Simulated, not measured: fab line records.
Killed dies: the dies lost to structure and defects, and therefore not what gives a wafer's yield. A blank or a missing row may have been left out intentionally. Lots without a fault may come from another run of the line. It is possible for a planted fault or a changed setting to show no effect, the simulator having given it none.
Comparing a struck lot with a sound one    flow gf180mcu    18 out of 602 route steps
Sound: the wafers L813.1, L813.3, L813.5. Struck: wafers L816.1, L816.2, L816.5. The cause is named last.
Order at every step that has rows: each side's tool, ch and its chambers, its first start. Under that, the readings that differ: sound wafers    struck wafers    difference of the means    sigmas: that difference in standard deviations of wafers without a fault.
alike: readings with means less than 2 such deviations apart, plus words and numbers identical on both sides. not compared: withheld readings, readings lacking a value on some wafer, bounds such as >300 that could conceal the same value, and numbers that have no deviation in the record and whose values overlap.
A row with sigmas, a row that says differs or no value, or rows on one side alone: a step with any of these is where the two part. Numbers that have no deviation but don't overlap get no sigmas and don't part them. A reading that every wafer of one side lacks parts them only if that side has two wafers or more.

first, 3 steps without rows for these wafers: GF_V4_EXPOSE_11 (exposes mask Via4, target cd 260 nm); GF_V4_PEB_12 (peb time 90 s); GF_V4_DEVELOP_13 (develop time 60 s).
GF_V4_CD_MEAS_14: the cd target is 260 nm.
  struck on cd sem-02, day 25 16:46; sound on cd sem-01, day 24 07:09
  alike: cd nm
GF_V4_OVL_MEAS_15:
  struck on overlay-01, day 25 16:53; sound on overlay-01, day 24 07:16
  alike: V4_OVL
GF_V4_ETCH_16: etches BARC in N2/H2.
  sound on rie diel-03 ch 0,2,3, day 24 07:18; struck on rie diel-04 ch 0,3, day 25 16:56
  alike: drypump motor current A, oes product au, throttle valve pct
then, 1 step without rows for these wafers: GF_V4_ETCH_17 (etches SiO2 in C4F8/O2/Ar, stops on TiN, target depth 630 nm).
GF_V4_STRIP_18: strips in O2/N2.
  sound on plasma asher-04 ch 0,1, day 24 07:26; struck on plasma asher-01 ch 0,1, day 25 17:04
  alike: drypump motor current A, heater power w, oes product au
  not compared: rf hours counter h
then, 2 steps without rows for these wafers: GF_V4_STRIP_19 (strips in post etch residue remover, time 1200 s); GF_V4_CLEAN_20 (cleans in DIW).
GF_V4_SPUTTER_21: material Ti, target thk 15 nm, time 80.02 s.
  struck on pvd sputter-03, day 25 17:35; sound on pvd sputter-02, day 24 08:00
  alike: cathode dc power W, substrate temp c, throttle valve pct
GF_V4_SPUTTER_22: material TiN, target thk 10 nm, time 40 s.
  struck on pvd sputter-03, day 25 17:39; sound on pvd sputter-02, day 24 08:04
  alike: cathode dc power W, throttle valve pct
GF_V4_CVD_23: deposits W, target thk 350 nm, time 104.9 s.
  sound on cvd w-02 ch 0,1, day 24 08:06; struck on cvd w-02 ch 0,1, day 25 17:41
reading                           sound              struck             difference  sigmas
chamber pressure Torr (Torr)      40.02 40.01 39.92  28.12 28.30 28.14  -11.80      -99 or more
model.W_of_V4_CVD_23.thk nm (nm)  335.4 343.3 347.1  290.6 294.8 291.1  -49.8       
  alike: heater power w
  not compared: since wet clean h
GF_V4_RS_MEAS_24: the measuring method here is four-point-probe.
  struck on film metro-03, day 25 17:48; sound on film metro-03, day 24 08:13
reading           sound              struck             difference  sigmas
V4_W_RS (ohm/sq)  0.342 0.335 0.331  0.396 0.390 0.395  +0.058      +16
GF_V4_THK_MEAS_25: measures by xrf.
  struck on film metro-03, day 25 17:55; sound on film metro-03, day 24 08:20
reading        sound        struck       difference  sigmas
V4_W_THK (nm)  347 354 358  297 301 298  -54         -10
GF_V4_CMP_26: polishes, stops on SiO2, t overpolish 15 s, target thk 0 nm.
  sound on cmp-02 ch 1,2, day 24 08:24; struck on cmp-02 ch 1,2,3, day 25 17:59
reading                 sound     struck    difference  sigmas
time to endpoint s (s)  86 79 80  66 70 68  -14         -4
  alike: motor current A
GF_MIM_SPUTTER_00: material Ti, target thk 37.5 nm, time 150 s.
  struck on pvd sputter-04, day 25 18:17; sound on pvd sputter-04, day 24 08:42
  alike: cathode dc power W, substrate temp c, throttle valve pct
-- the record jumps here: 4 days lie between the struck wafers' starts before and after (it left off in module MIM and takes up again in module PASSIVATION, whose first step shown is number 602 of the route) --
GF_PASSIVATION_PROBE_99:
  the record has rows for the struck wafers here (prober-02, day 30 02:59) and none for the sound ones

WHERE THEY PART
Last at GF_PASSIVATION_PROBE_99 as far as this record goes, first at GF_V4_CVD_23.

WHY: what had been put in by the simulator
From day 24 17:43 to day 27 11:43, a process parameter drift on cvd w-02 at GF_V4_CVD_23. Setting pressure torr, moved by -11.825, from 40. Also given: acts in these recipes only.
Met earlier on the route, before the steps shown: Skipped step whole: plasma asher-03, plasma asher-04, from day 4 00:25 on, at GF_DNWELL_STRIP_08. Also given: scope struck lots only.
